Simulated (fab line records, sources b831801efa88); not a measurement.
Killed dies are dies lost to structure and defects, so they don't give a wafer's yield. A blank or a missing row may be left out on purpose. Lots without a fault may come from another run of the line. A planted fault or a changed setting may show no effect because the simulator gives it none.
fab line records | flow sky130
record lots=5 wafers=15 last_day=48
route steps=708 shown VIA1@469 METAL2@483
lots that met no fault: from a run of the same line without faults
start_h: hours from the record's first day to the start of the lot's first wafer shown | wait_h: hours since the lot's step before | " the same as in the row above | L1.1+2: a row that stands for several wafers | - no value, or no start given | * or withheld: withheld | < > ~ a bound
route shown NAME@n: a module of which the file shows steps, and the number in the route of the first | usual: mean/standard deviation of fault-free wafers | same: alike in all rows | chamber/n: place in a boat | sites: the reading at each site | _std_site: their standard deviation | _edge_site: outer sites' mean less inner sites' | radius_mm: how far each site lies from the wafer's centre | mask NAME#n: copy n | behind: the tool/chamber that last shaped the wafer | hold: why the lot was held/for how many hours/how that ended | device: the transistor (n, p or np) that didn't switch | end of line: the same wafers' tests at the end of the route | a step without rows: its recipe alone | killed: dies lost to structure and defects at the first sort, not the wafer's yield | map: a wafer's dies, x killed, . not, _ none there
set.NAME: the setting as run; set.NAME@STEP: as run at that earlier step | model.NAME: the simulator's own value behind a step, which no gauge read
lots at some steps of the route; a table a step, a row a wafer
services: from which hour (start_h, from the record's first day; less than 0 if before it) a tool's chamber was out of use, for how many hours, and why
## steps
# step SKY_VIA1_DEVELOP_11
# recipe develop_time_s=60 resist=KrF-thick dev_temp_c=21
# same develop_time_s=60
# columns lot.wafer tool chamber start_h wait_h
L077.1+3+6 litho_track-02 0 - -
L080.2+3+6 litho_track-01 0 - -
L084.2+3+5 litho_track-02 0 - -
L085.2+3+6 litho_track-02 0 - -
L089.3+5+6 litho_track-02 0 - -
# step SKY_VIA1_CD_MEAS_12
# recipe target_cd_nm=150
# usual cd_nm=149.7/1.6
# columns lot.wafer tool chamber start_h wait_h cd_nm
L077.1 cd_sem-02 - 813.60 - 151.0
L077.3 " - " " 151.0
L077.6 " - " " 150.2
L080.2 cd_sem-01 - 837.45 - 150.3
L080.3 " - " " 149.2
L080.6 " - " " 149.2
L084.2 cd_sem-02 - 864.22 - 150.3
L084.3 " - " " 151.0
L084.5 " - " " 150.9
L085.2 cd_sem-02 - 874.02 - 151.3
L085.3 " - " " 150.4
L085.6 " - " " 150.2
L089.3 cd_sem-02 - 904.84 - 150.6
L089.5 " - " " 150.2
L089.6 " - " " 151.5
# step SKY_VIA1_OVL_MEAS_13
# usual VIA1_OVL=2/6.4
# columns lot.wafer tool chamber start_h wait_h VIA1_OVL[nm]
L077.1 overlay-01 - 813.72 0.1 2
L077.3 " - " " 6
L077.6 " - " " -4
L080.2 overlay-02 - 837.56 0.1 6
L080.3 " - " " 0
L080.6 " - " " 9
L084.2 overlay-02 - 864.32 0.1 7
L084.3 " - " " 4
L084.5 " - " " 11
L085.2 overlay-01 - 874.12 0.1 -5
L085.3 " - " " 8
L085.6 " - " " -5
L089.3 overlay-01 - 904.93 0.1 7
L089.5 " - " " 6
L089.6 " - " " 6
# step SKY_VIA1_ETCH_14
# recipe chemistry=N2/H2 target=BARC ion_energy_ev=200 source_w=500 bias_w=100 pressure_mtorr=30 n2_flow_sccm=100 h2_flow_sccm=200 stop_on=SiO2 time_s=45.9 target_depth_a=600
# usual drypump_motor_current_A=5.9/0.36 oes_product_au=0.855/0.0047 throttle_valve_pct=13.224/0.0091
# columns lot.wafer tool chamber start_h wait_h drypump_motor_current_A oes_product_au rf_hours_counter_h throttle_valve_pct
L077.1 rie_diel-03 3 813.75 0.0 5.7 0.851 10 13.236
L077.3 " 1 " " 6.3 0.861 6 13.214
L077.6 " 2 " " 6.0 0.848 - 13.218
L080.2 rie_diel-01 2 837.59 0.0 6.0 0.861 7 13.232
L080.3 " 0 " " 5.8 0.859 9 13.222
L080.6 " 0 " " 5.7 0.846 - 13.218
L084.2 rie_diel-03 3 864.35 0.0 5.7 0.863 12 13.208
L084.3 " 1 " " 6.3 0.855 8 13.224
L084.5 " 1 " " 6.3 0.861 - 13.205
L085.2 rie_diel-01 0 874.15 0.0 5.8 0.854 10 13.214
L085.3 " 2 " " 6.0 0.857 9 13.244
L085.6 " 2 " " 6.0 0.847 - 13.228
L089.3 rie_diel-02 3 904.95 0.0 5.7 0.847 11 13.206
L089.5 " 1 " " 5.6 0.853 - 13.222
L089.6 " 0 " " 5.5 0.860 - 13.221
# step SKY_VIA1_ETCH_15
# recipe target=SiO2 chemistry=C4F8/O2/Ar target_depth_nm=351 stop_on=TiN mask_material=KrF-thick source_w=1500 bias_w=1200 pressure_mtorr=40 c4f8_flow_sccm=withheld O2_flow_sccm=6 Ar_flow_sccm=300 time_s=54
# usual oes_product_au=0.983/0.0056
# columns lot.wafer tool chamber start_h wait_h oes_product_au rf_hours_counter_h
L077.1 rie_diel-03 3 813.80 0.0 0.983 10
L077.3 " 1 " " 0.986 6
L077.6 " 2 " " 0.975 -
L080.2 rie_diel-01 2 837.63 0.0 0.983 7
L080.3 " 0 " " 0.982 9
L080.6 " 0 " " 0.986 -
L084.2 rie_diel-03 3 864.40 0.0 0.981 12
L084.3 " 1 " " 0.984 8
L084.5 " 1 " " 0.984 -
L085.2 rie_diel-01 0 874.20 0.0 0.983 10
L085.3 " 2 " " 0.980 9
L085.6 " 2 " " 0.984 -
L089.3 rie_diel-02 3 905.00 0.0 0.975 11
L089.5 " 1 " " 0.984 -
L089.6 " 0 " " 0.981 -
# step SKY_VIA1_STRIP_16
# recipe chemistry=O2/N2 power_w=1400 pressure_mtorr=1500 platen_temp_c=withheld o2_flow_sccm=3000 n2_flow_sccm=300 overash_fraction=0.5
# usual drypump_motor_current_A=5.86/0.25 o2_flow_sccm=3001/9.3 oes_product_au=0.415/0.0047 strip_time_to_endpoint_s=4.449/0.022
# same overash_fraction=0.5
# columns lot.wafer tool chamber start_h wait_h drypump_motor_current_A o2_flow_sccm oes_product_au rf_hours_counter_h strip_time_to_endpoint_s
L077.1 plasma_asher-04 1 813.84 0.0 5.79 2989 0.419 66 4.473
L077.3 " 1 " " 5.78 2982 0.422 - 4.458
L077.6 " 0 " " 5.75 3011 0.415 - 4.474
L080.2 plasma_asher-04 0 837.67 0.0 5.71 3002 0.411 69 4.418
L080.3 " 0 " " 5.72 3014 0.409 - 4.413
L080.6 " 1 " " 5.83 2999 0.418 - 4.400
L084.2 plasma_asher-04 0 864.44 0.0 5.75 2994 0.420 72 4.435
L084.3 " 0 " " 5.77 2989 0.424 - 4.441
L084.5 " 1 " " 5.73 3012 0.427 - 4.439
L085.2 plasma_asher-01 0 874.24 0.0 6.13 3015 0.413 45 4.462
L085.3 " 0 " " 6.12 3012 0.408 - 4.417
L085.6 " 0 " " 6.12 3000 0.409 - 4.447
L089.3 plasma_asher-04 0 905.08 0.1 5.74 2996 0.417 - 4.470
L089.5 " 0 " " 5.76 3012 0.413 - 4.456
L089.6 " 1 " " 5.73 3001 0.416 - 4.460
# step SKY_VIA1_STRIP_17
# recipe chemistry=post_etch_residue_remover time_s=1200 temp_c=72.5
# columns lot.wafer tool chamber start_h wait_h
L077.1+3+6 wet_bench-03 2 813.94 0.1
L080.2+3+6 wet_bench-04 0 837.77 0.1
L084.2+3+5 wet_bench-03 0 864.54 0.1
L085.2+3+6 wet_bench-03 2 874.34 0.1
L089.3+5+6 wet_bench-01 1 905.14 0.0
# step SKY_VIA1_CLEAN_18
# recipe chemistry=IPA time_s=180 temp_c=25
# columns lot.wafer tool chamber start_h wait_h
L077.1+3+6 wet_bench-04 0 814.28 0.0
L080.2+3+6 wet_bench-01 3 838.12 0.0
L084.2+3+5 wet_bench-04 2 864.92 0.0
L085.2+3+6 wet_bench-04 1 874.68 0.0
L089.3+5+6 wet_bench-03 1 905.48 0.0
# step SKY_VIA1_CLEAN_19
# recipe chemistry=O3/DIW dry=n2_spin
# columns lot.wafer tool chamber start_h wait_h
L077.1+3+6 wet_bench-03 1 814.34 0.0
L080.2+3+6 wet_bench-03 0 838.18 0.0
L084.2+3+5 wet_bench-01 1 864.97 0.0
L085.2+3+6 wet_bench-03 2 874.74 0.0
L089.3+5+6 wet_bench-01 2 905.54 0.0
# step SKY_VIA1_SPUTTER_20
# recipe material=TiN target_thk_nm=20 chamber_pressure_pa=5 power_w=4000 time_s=80
# usual cathode_dc_power_W=4000.0/0.63 throttle_valve_pct=29.8/1.1
# columns lot.wafer tool chamber start_h wait_h cathode_dc_power_W throttle_valve_pct
L077.1 pvd_sputter-03 - 814.43 0.0 4000.3 29.0
L077.3 " - " " 4000.4 28.6
L077.6 " - " " 3999.3 30.3
L080.2 pvd_sputter-01 - 838.27 0.0 3999.3 28.8
L080.3 " - " " 3999.9 30.0
L080.6 " - " " 4001.0 29.6
L084.2 pvd_sputter-01 - 865.07 0.0 4001.1 30.7
L084.3 " - " " 3999.6 29.0
L084.5 " - " " 4000.4 28.9
L085.2 pvd_sputter-03 - 874.83 0.0 3998.6 30.0
L085.3 " - " " 3998.7 29.2
L085.6 " - " " 3999.6 30.0
L089.3 pvd_sputter-03 - 905.63 0.0 3999.6 30.4
L089.5 " - " " 4000.4 28.5
L089.6 " - " " 4000.0 30.5
# step SKY_VIA1_CVD_21
# recipe material=W target_thk_nm=270 time_s=80.902 temp_c=400 pressure_torr=40
# usual heater_power_w=813/100
# columns lot.wafer tool chamber start_h wait_h heater_power_w
L077.1 cvd_w-01 0 814.49 0.0 840
L077.3 " 0 " " 807
L077.6 " 1 " " 975
L080.2 cvd_w-02 1 838.33 0.0 823
L080.3 " 1 " " 847
L080.6 " 1 " " 830
L084.2 cvd_w-01 1 865.13 0.0 955
L084.3 " 0 " " 838
L084.5 " 1 " " 957
L085.2 cvd_w-01 1 874.90 0.0 983
L085.3 " 1 " " 978
L085.6 " 0 " " 821
L089.3 cvd_w-01 0 905.78 0.1 813
L089.5 " 0 " " 822
L089.6 " 0 " " 830
# step SKY_VIA1_RS_MEAS_22
# recipe thk_meas_gauge=four-point-probe reads=W_of_VIA1_CVD_21+TiN_of_VIA1_SPUTTER_20
# usual VIA1_W_RS=0.428/0.0038
# columns lot.wafer tool chamber start_h wait_h VIA1_W_RS[ohm/sq]
L077.1 film_metro-02 - 814.59 0.1 0.430
L077.3 " - " " 0.431
L077.6 " - " " 0.426
L080.2 film_metro-02 - 838.44 0.1 0.431
L080.3 " - " " 0.427
L080.6 " - " " 0.436
L084.2 film_metro-04 - 865.24 0.1 0.427
L084.3 " - " " 0.430
L084.5 " - " " 0.428
L085.2 film_metro-01 - 875.05 0.1 0.426
L085.3 " - " " 0.422
L085.6 " - " " 0.431
L089.3 film_metro-04 - 905.94 0.1 0.432
L089.5 " - " " 0.429
L089.6 " - " " 0.431
# step SKY_VIA1_THK_MEAS_23
# recipe thk_meas_gauge=xrf reads=W_of_VIA1_CVD_21
# usual VIA1_W_THK=269.6/2.9
# columns lot.wafer tool chamber start_h wait_h VIA1_W_THK[nm]
L077.1 film_metro-02 - 814.71 0.1 268.1
L077.3 " - " " 268.1
L077.6 " - " " 271.3
L080.2 film_metro-02 - 838.55 0.1 266.7
L080.3 " - " " 269.3
L080.6 " - " " 264.4
L084.2 film_metro-04 - 865.35 0.1 270.7
L084.3 " - " " 268.4
L084.5 " - " " 271.9
L085.2 film_metro-01 - 875.16 0.1 271.5
L085.3 " - " " 272.0
L085.6 " - " " 266.4
L089.3 film_metro-04 - 906.04 0.1 264.9
L089.5 " - " " 264.6
L089.6 " - " " 264.6
# step SKY_VIA1_CMP_24
# recipe stop_on=SiO2 t_overpolish_s=15 down_force_psi=3.5 platen_rpm=60 target_thk_nm=0 pad_velocity_m_s=0.94248
# usual motor_current_A=10.9/0.99 overpolish_run_s=15.000/0.0092 time_to_endpoint_s=66/3.3
# same t_overpolish_s=15
# columns lot.wafer tool chamber start_h wait_h motor_current_A overpolish_run_s time_to_endpoint_s
L077.3 cmp-02 3 814.82 0.1 10.3 15.006 59
L077.1 " 0 " " 10.1 14.986 61
L077.6 " 3 " " 10.6 15.007 63
L080.2 cmp-02 2 838.65 0.1 10.0 15.002 68
L080.3 " 0 " " 9.2 14.996 71
L080.6 " 2 " " 9.6 14.980 71
L084.3 cmp-01 3 865.40 0.0 11.3 15.016 63
L084.2 " 1 " " 10.1 14.990 68
L084.5 " 0 " " 11.9 14.994 66
L085.2 cmp-01 1 875.21 0.0 10.7 14.993 67
L085.3 " 0 " " 11.6 14.995 64
L085.6 " 1 " " 10.6 15.002 63
L089.3 cmp-01 0 906.08 0.0 10.9 15.006 67
L089.5 " 0 " " 11.3 15.006 69
L089.6 " 1 " " 10.3 15.019 65
# step SKY_METAL2_SPUTTER_00
# recipe material=Ti target_thk_nm=15 power_w=3000 time_s=10 chamber_pressure_pa=0.4
# usual cathode_dc_power_W=3000.0/0.56 throttle_valve_pct=29.8/0.88
# columns lot.wafer tool chamber start_h wait_h cathode_dc_power_W throttle_valve_pct
L077.1 pvd_sputter-04 - 815.07 0.1 2999.1 29.0
L077.3 " - " " 2999.7 30.4
L077.6 " - " " 2999.7 29.3
L080.2 pvd_sputter-04 - 838.90 0.2 3000.0 30.7
L080.3 " - " " 3001.3 30.0
L080.6 " - " " 2999.8 30.3
L084.2 pvd_sputter-04 - 865.70 0.1 3000.0 30.3
L084.3 " - " " 2998.9 30.6
L084.5 " - " " 3000.8 30.4
L085.2 pvd_sputter-01 - 875.51 0.2 3000.0 29.9
L085.3 " - " " 3000.0 30.4
L085.6 " - " " 2999.1 30.2
L089.3 pvd_sputter-01 - 906.38 0.2 2999.4 28.5
L089.5 " - " " 2999.8 30.2
L089.6 " - " " 3000.0 29.8
# step SKY_METAL2_SPUTTER_01
# recipe material=TiN target_thk_nm=20 power_w=6500 time_s=16.7 chamber_pressure_pa=0.4
# usual cathode_dc_power_W=6499.9/1.1 throttle_valve_pct=29.8/0.9
# columns lot.wafer tool chamber start_h wait_h cathode_dc_power_W throttle_valve_pct
L077.1 pvd_sputter-04 - 815.09 0.0 6499.7 29.0
L077.3 " - " " 6499.0 30.1
L077.6 " - " " 6500.1 29.2
L080.2 pvd_sputter-04 - 838.93 0.0 6501.1 30.8
L080.3 " - " " 6498.9 30.4
L080.6 " - " " 6497.7 30.4
L084.2 pvd_sputter-04 - 865.72 0.0 6498.1 30.4
L084.3 " - " " 6501.5 30.3
L084.5 " - " " 6500.0 30.1
L085.2 pvd_sputter-01 - 875.53 0.0 6498.8 30.0
L085.3 " - " " 6499.7 30.3
L085.6 " - " " 6498.3 30.3
L089.3 pvd_sputter-01 - 906.40 0.0 6499.2 28.3
L089.5 " - " " 6500.0 30.1
L089.6 " - " " 6501.5 29.9
# step SKY_METAL2_SPUTTER_02
# recipe material=AlCu target_thk_nm=250 power_w=10600 time_s=13.3 chamber_pressure_pa=0.4
# usual cathode_dc_power_W=10600/2.1 throttle_valve_pct=29.8/0.9
# columns lot.wafer tool chamber start_h wait_h cathode_dc_power_W throttle_valve_pct
L077.1 pvd_sputter-04 - 815.12 0.0 10596 29.3
L077.3 " - " " 10599 30.5
L077.6 " - " " 10602 29.3
L080.2 pvd_sputter-04 - 838.95 0.0 10603 30.5
L080.3 " - " " 10603 30.4
L080.6 " - " " 10600 30.2
L084.2 pvd_sputter-04 - 865.75 0.0 10599 30.6
L084.3 " - " " 10602 30.6
L084.5 " - " " 10598 30.4
L085.2 pvd_sputter-01 - 875.56 0.0 10599 30.0
L085.3 " - " " 10604 30.3
L085.6 " - " " 10600 30.3
L089.3 pvd_sputter-01 - 906.43 0.0 10599 28.2
L089.5 " - " " 10600 30.5
L089.6 " - " " 10600 29.9
# step SKY_METAL2_SPUTTER_03
# recipe material=Ti target_thk_nm=5 power_w=3000 time_s=3.3 chamber_pressure_pa=0.4
# usual cathode_dc_power_W=2999.9/0.57 throttle_valve_pct=29.9/0.89
# columns lot.wafer tool chamber start_h wait_h cathode_dc_power_W throttle_valve_pct
L077.1 pvd_sputter-04 - 815.14 0.0 2998.0 29.5
L077.3 " - " " 2999.7 30.2
L077.6 " - " " 2999.2 29.2
L080.2 pvd_sputter-04 - 838.98 0.0 3000.4 30.4
L080.3 " - " " 3000.6 30.2
L080.6 " - " " 3000.8 30.5
L084.2 pvd_sputter-04 - 865.77 0.0 3000.0 30.2
L084.3 " - " " 2999.8 30.6
L084.5 " - " " 3000.3 30.3
L085.2 pvd_sputter-01 - 875.58 0.0 2999.5 29.9
L085.3 " - " " 2999.8 30.4
L085.6 " - " " 2999.4 30.5
L089.3 pvd_sputter-01 - 906.45 0.0 3000.0 28.5
L089.5 " - " " 2999.7 30.6
L089.6 " - " " 3000.1 30.0
# step SKY_METAL2_SPUTTER_04
# recipe material=TiN target_thk_nm=70 power_w=6500 time_s=58.3 chamber_pressure_pa=0.4
# usual cathode_dc_power_W=6500.0/1.2 throttle_valve_pct=29.9/0.89
# columns lot.wafer tool chamber start_h wait_h cathode_dc_power_W throttle_valve_pct
L077.1 pvd_sputter-04 - 815.16 0.0 6497.7 29.3
L077.3 " - " " 6500.8 30.2
L077.6 " - " " 6500.0 28.8
L080.2 pvd_sputter-04 - 839.00 0.0 6499.5 30.4
L080.3 " - " " 6500.6 30.4
L080.6 " - " " 6500.7 30.3
L084.2 pvd_sputter-04 - 865.79 0.0 6497.5 30.2
L084.3 " - " " 6500.7 30.6
L084.5 " - " " 6500.6 30.1
L085.2 pvd_sputter-01 - 875.60 0.0 6500.7 30.0
L085.3 " - " " 6500.9 30.7
L085.6 " - " " 6500.4 30.2
L089.3 pvd_sputter-01 - 906.47 0.0 6501.8 28.2
L089.5 " - " " 6500.6 30.4
L089.6 " - " " 6501.3 29.9
# step SKY_METAL2_RS_MEAS_05
# recipe thk_meas_gauge=four-point-probe reads=TiN_of_METAL2_SPUTTER_04+Ti_of_METAL2_SPUTTER_03+AlCu_of_METAL2_SPUTTER_02+TiN_of_METAL2_SPUTTER_01+Ti_of_METAL2_SPUTTER_00
# usual METAL2_ALCU_RS=0.1267/0.00095
# columns lot.wafer tool chamber start_h wait_h METAL2_ALCU_RS[ohm/sq]
L077.1 film_metro-02 - 815.21 0.0 0.1259
L077.3 " - " " 0.1268
L077.6 " - " " 0.1257
L080.2 film_metro-03 - 839.06 0.0 0.1275
L080.3 " - " " 0.1274
L080.6 " - " " 0.1267
L084.2 film_metro-02 - 865.86 0.0 0.1260
L084.3 " - " " 0.1270
L084.5 " - " " 0.1259
L085.2 film_metro-02 - 875.67 0.0 0.1282
L085.3 " - " " 0.1270
L085.6 " - " " 0.1285
L089.3 film_metro-04 - 906.56 0.1 0.1271
L089.5 " - " " 0.1278
L089.6 " - " " 0.1270
# step SKY_METAL2_THK_MEAS_06
# recipe thk_meas_gauge=xrf reads=AlCu_of_METAL2_SPUTTER_02
# usual METAL2_ALCU_THK=249.7/2.5
# columns lot.wafer tool chamber start_h wait_h METAL2_ALCU_THK[nm]
L077.1 film_metro-02 - 815.33 0.1 247.9
L077.3 " - " " 245.6
L077.6 " - " " 248.1
L080.2 film_metro-03 - 839.17 0.1 249.5
L080.3 " - " " 250.6
L080.6 " - " " 252.5
L084.2 film_metro-02 - 865.97 0.1 249.8
L084.3 " - " " 247.5
L084.5 " - " " 250.6
L085.2 film_metro-02 - 875.78 0.1 246.4
L085.3 " - " " 250.9
L085.6 " - " " 246.3
L089.3 film_metro-04 - 906.66 0.1 249.1
L089.5 " - " " 247.6
L089.6 " - " " 250.0
# step SKY_METAL2_DEHYDRATE_07
# recipe temp_c=200 time_s=60
# columns lot.wafer tool chamber start_h wait_h
L077.1+3+6 litho_track-03 0 828.04 12.7
L080.2+3+6 litho_track-04 0 852.12 12.9
L084.2+3+5 litho_track-01 0 878.10 12.1
L085.2+3+6 litho_track-04 0 888.52 12.7
L089.3+5+6 litho_track-03 0 918.49 11.8
## services
# columns tool chamber start_h hours kind
cmp-02 - 791.76 1.2 repair
rie_diel-03 - 808.33 2.8 pm
rie_diel-02 1 812.27 1.3 repair
rie_diel-03 0 822.59 6.3 repair
rie_diel-03 - 822.63 0.2 repair
rie_diel-03 2 826.06 30.4 repair
cmp-02 - 826.93 1.5 repair
plasma_asher-01 - 827.25 6.1 repair
cvd_w-01 0 834.06 8.0 repair
rie_diel-03 0 838.08 2.6 repair
plasma_asher-04 - 847.99 2.8 pm
rie_diel-01 0 848.14 2.0 repair
cmp-02 - 849.84 2.2 repair
pvd_sputter-04 - 849.85 2.1 repair
rie_diel-03 1 865.74 8.0 repair
pvd_sputter-03 - 870.84 1.2 repair
rie_diel-03 0 883.08 4.6 repair
rie_diel-01 - 888.77 4.3 pm
cvd_w-01 1 901.89 25.6 repair
wet_bench-03 - 906.39 4.4 pm
rie_diel-01 1 907.74 8.9 repair
cmp-01 - 913.03 0.5 repair
rie_diel-03 1 913.54 3.3 repair
cmp-02 - 917.28 1.7 repair
## key
fault none
